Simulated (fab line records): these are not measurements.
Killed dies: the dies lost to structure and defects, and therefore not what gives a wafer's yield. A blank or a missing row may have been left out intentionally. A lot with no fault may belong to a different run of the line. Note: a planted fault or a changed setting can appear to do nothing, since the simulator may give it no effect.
Which tool was responsible? ; flow sky130 ; 72 wafers from 24 lots sampled at 4 of the route's 708 steps

== WHAT EACH GAUGE READ, for each wafer ==
SKY_VIA3_OVL_MEAS_13.
lot;measured;on;VIA3_OVL (nm)
L075;day 39 19:26;overlay-01;-12 -5 -5
L074;day 39 22:23;overlay-02;-5 -3 -8
L076;day 40 07:59;overlay-01;-6 3 4
L077;day 40 14:38;overlay-01;-6 -7 -9
L078;day 41 18:38;overlay-02;4 -2 -6
L079;day 41 19:23;overlay-01;-9 -11 -15
L081;day 41 19:44;overlay-02;-1 -3 -2
L080;day 41 20:52;overlay-02;-16 -10 -14
L082;day 42 01:29;overlay-02;1 -6 -3
L083;day 42 09:20;overlay-01;-19 -11 -11
L084;day 42 17:28;overlay-02;4 3 -2
L085;day 42 22:56;overlay-02;-1 1 1
L086;day 43 04:46;overlay-01;-5 -9 -11
L087;day 43 17:17;overlay-01;4 2 5
L088;day 43 22:08;overlay-01;-8 -12 -12
L089;day 44 01:52;overlay-02;-5 -10 -12
L090;day 44 06:32;overlay-01;-7 -10 -3
L091;day 44 07:29;overlay-01;-1 -1 -8
L092;day 44 12:04;overlay-01;-6 -3 -4
L094;day 45 08:46;overlay-01;-14 -13 -16
L093;day 45 10:29;overlay-01;-3 0 -16
L095;day 45 12:14;overlay-01;-7 -11 0
L096;day 45 19:44;overlay-01;7 8 -2
L097;day 45 23:44;overlay-02;-15 -6 -14

== WHICH TOOL RAN EACH LOT (tool, then ch and the chambers of the sampled wafers, then the start) ==
lot;SKY_VIA2_CVD_21;SKY_METAL3_SPUTTER_02;SKY_METAL3_STRIP_19
L075;cvd w-02 ch 0,1, day 36 11:59;pvd sputter-04, day 36 12:39;plasma asher-02 ch 0,1, day 38 17:11
L074;cvd w-02 ch 0,1, day 36 14:26;pvd sputter-04, day 36 15:06;plasma asher-01 ch 0, day 38 19:44
L076;cvd w-01 ch 0,1, day 37 01:02;pvd sputter-01, day 37 01:42;plasma asher-02 ch 0,1, day 39 05:43
L077;cvd w-01 ch 0,1, day 37 07:56;pvd sputter-04, day 37 08:36;plasma asher-01 ch 0, day 39 13:07
L078;cvd w-02 ch 0, day 38 13:03;pvd sputter-03, day 38 13:43;plasma asher-04 ch 0,1, day 40 16:46
L079;cvd w-02 ch 0,1, day 38 14:58;pvd sputter-01, day 38 15:34;plasma asher-01 ch 0,1, day 40 18:06
L081;cvd w-01 ch 0,1, day 38 15:05;pvd sputter-03, day 38 15:42;plasma asher-02 ch 0,1, day 40 18:22
L080;cvd w-02 ch 0,1, day 38 16:15;pvd sputter-03, day 38 16:55;plasma asher-02 ch 0, day 40 19:11
L082;cvd w-02 ch 0,1, day 38 21:28;pvd sputter-01, day 38 22:07;plasma asher-04 ch 1, day 41 00:17
L083;cvd w-02 ch 0,1, day 39 05:58;pvd sputter-03, day 39 06:57;plasma asher-02 ch 0,1, day 41 08:29
L084;cvd w-01 ch 0,1, day 39 13:54;pvd sputter-04, day 39 14:34;plasma asher-02 ch 0,1, day 41 15:56
L085;cvd w-02 ch 0,1, day 39 20:26;pvd sputter-03, day 39 21:06;plasma asher-02 ch 0,1, day 41 22:44
L086;cvd w-02 ch 0,1, day 40 03:06;pvd sputter-01, day 40 03:46;plasma asher-01 ch 0,1, day 42 05:05
L087;cvd w-01 ch 0, day 40 14:52;pvd sputter-03, day 40 15:38;plasma asher-04 ch 0,1, day 42 16:58
L088;cvd w-01 ch 0,1, day 40 19:19;pvd sputter-01, day 40 19:58;plasma asher-01 ch 0,1, day 42 21:49
L089;cvd w-02 ch 0,1, day 40 23:10;pvd sputter-01, day 40 23:50;plasma asher-01 ch 0,1, day 43 01:34
L090;cvd w-02 ch 0,1, day 41 07:07;pvd sputter-03, day 41 07:44;plasma asher-01 ch 0,1, day 43 07:09
L091;cvd w-01 ch 0,1, day 41 07:57;pvd sputter-01, day 41 08:37;plasma asher-02 ch 0,1, day 43 08:04
L092;cvd w-01 ch 0,1, day 41 12:02;pvd sputter-03, day 41 12:52;plasma asher-01 ch 0,1, day 43 12:54
L094;cvd w-02 ch 0,1, day 42 11:14;pvd sputter-03, day 42 11:53;plasma asher-02 ch 0,1, day 44 10:01
L093;cvd w-02 ch 0,1, day 42 12:16;pvd sputter-03, day 42 12:56;plasma asher-01 ch 0,1, day 44 10:58
L095;cvd w-02 ch 0,1, day 42 14:39;pvd sputter-01, day 42 15:16;plasma asher-01 ch 0,1, day 44 13:20
L096;cvd w-02 ch 0,1, day 42 20:38;pvd sputter-03, day 42 22:33;plasma asher-04 ch 0,1, day 44 20:47
L097;cvd w-02 ch 0,1, day 43 02:23;pvd sputter-04, day 43 03:02;plasma asher-01 ch 0,1, day 45 00:29
- SKY_VIA2_CVD_21: deposits W, target thk 420 nm, time 126.4 s.
- SKY_METAL3_SPUTTER_02: material AlCu, target thk 735 nm, time 39.1 s.
- SKY_METAL3_STRIP_19: strips in O2/N2.

== WHAT THE TOOLS THEMSELVES READ (means of the sampled wafers that have a number; where no wafer has one, the mark that the record gives instead) ==
SKY_VIA2_CVD_21.
lot;tool;heater power w (W)
L075;cvd w-02;849
L074;cvd w-02;820
L076;cvd w-01;892
L077;cvd w-01;893
L078;cvd w-02;808
L079;cvd w-02;853
L081;cvd w-01;894
L080;cvd w-02;843
L082;cvd w-02;846
L083;cvd w-02;825
L084;cvd w-01;825
L085;cvd w-02;843
L086;cvd w-02;856
L087;cvd w-01;770
L088;cvd w-01;888
L089;cvd w-02;823
L090;cvd w-02;849
L091;cvd w-01;833
L092;cvd w-01;890
L094;cvd w-02;855
L093;cvd w-02;848
L095;cvd w-02;851
L096;cvd w-02;832
L097;cvd w-02;852

SKY_METAL3_SPUTTER_02.
lot;tool;throttle valve pct (%)
L075;pvd sputter-04;29.9
L074;pvd sputter-04;29.9
L076;pvd sputter-01;29.6
L077;pvd sputter-04;30.0
L078;pvd sputter-03;29.7
L079;pvd sputter-01;29.5
L081;pvd sputter-03;30.3
L080;pvd sputter-03;29.9
L082;pvd sputter-01;29.3
L083;pvd sputter-03;30.3
L084;pvd sputter-04;30.5
L085;pvd sputter-03;30.0
L086;pvd sputter-01;29.8
L087;pvd sputter-03;29.5
L088;pvd sputter-01;30.3
L089;pvd sputter-01;29.7
L090;pvd sputter-03;29.5
L091;pvd sputter-01;30.0
L092;pvd sputter-03;30.0
L094;pvd sputter-03;30.2
L093;pvd sputter-03;30.6
L095;pvd sputter-01;30.2
L096;pvd sputter-03;30.0
L097;pvd sputter-04;30.0

SKY_METAL3_STRIP_19.
lot;tool;drypump motor current A (A);n2 flow sccm (sccm);oes product au (a.u.);strip time to endpoint s (s)
L075;plasma asher-02;5.4;300.0;0.504;6.51
L074;plasma asher-01;6.5;299.7;0.496;6.43
L076;plasma asher-02;5.4;300.3;0.505;6.62
L077;plasma asher-01;6.5;299.7;0.499;6.52
L078;plasma asher-04;5.3;299.7;0.504;6.58
L079;plasma asher-01;6.2;300.1;0.503;6.53
L081;plasma asher-02;5.6;300.6;0.495;6.50
L080;plasma asher-02;5.6;300.5;0.511;6.60
L082;plasma asher-04;4.9;300.3;0.497;6.45
L083;plasma asher-02;5.4;299.6;0.504;6.54
L084;plasma asher-02;5.5;300.2;0.503;6.55
L085;plasma asher-02;5.5;300.2;0.501;6.53
L086;plasma asher-01;6.2;300.4;0.501;6.61
L087;plasma asher-04;5.3;300.6;0.500;6.48
L088;plasma asher-01;6.3;299.0;0.502;6.58
L089;plasma asher-01;6.4;299.4;0.500;6.52
L090;plasma asher-01;6.4;301.0;0.498;6.46
L091;plasma asher-02;5.4;300.1;0.496;6.46
L092;plasma asher-01;6.4;299.8;0.504;6.56
L094;plasma asher-02;5.5;300.4;0.503;6.54
L093;plasma asher-01;6.2;299.2;0.502;6.55
L095;plasma asher-01;6.2;300.9;0.502;6.52
L096;plasma asher-04;5.6;299.7;0.501;6.49
L097;plasma asher-01;6.2;298.9;0.496;6.49

== THE ANSWER, worked out from the rows above alone ==
Rule: the usual values come from the lots themselves. Put in order of their means at a reading, lots are off if they are a third of the lots or fewer, leave a main group of 4 or more, and stand apart from it by a gap of 3 or more times the standard deviation of the main group's means; of several such gaps the widest counts. The tables above print the reading to a certain number of digits; a main group whose means all agree to those digits is not used. A lot without any number at a reading at which 4 lots or more have one is off too. The other lots that the step has rows for count as sound. First the gauges in route order, then the tools' own readings, where a lot's mean is used as printed above. At the first step where some lot is off, the reading lying furthest off is the one used; lots without a number count as furthest.
No lot is off at any reading shown: from this, nothing can be told.

== WHAT WAS PUT IN BY THE SIMULATOR ==
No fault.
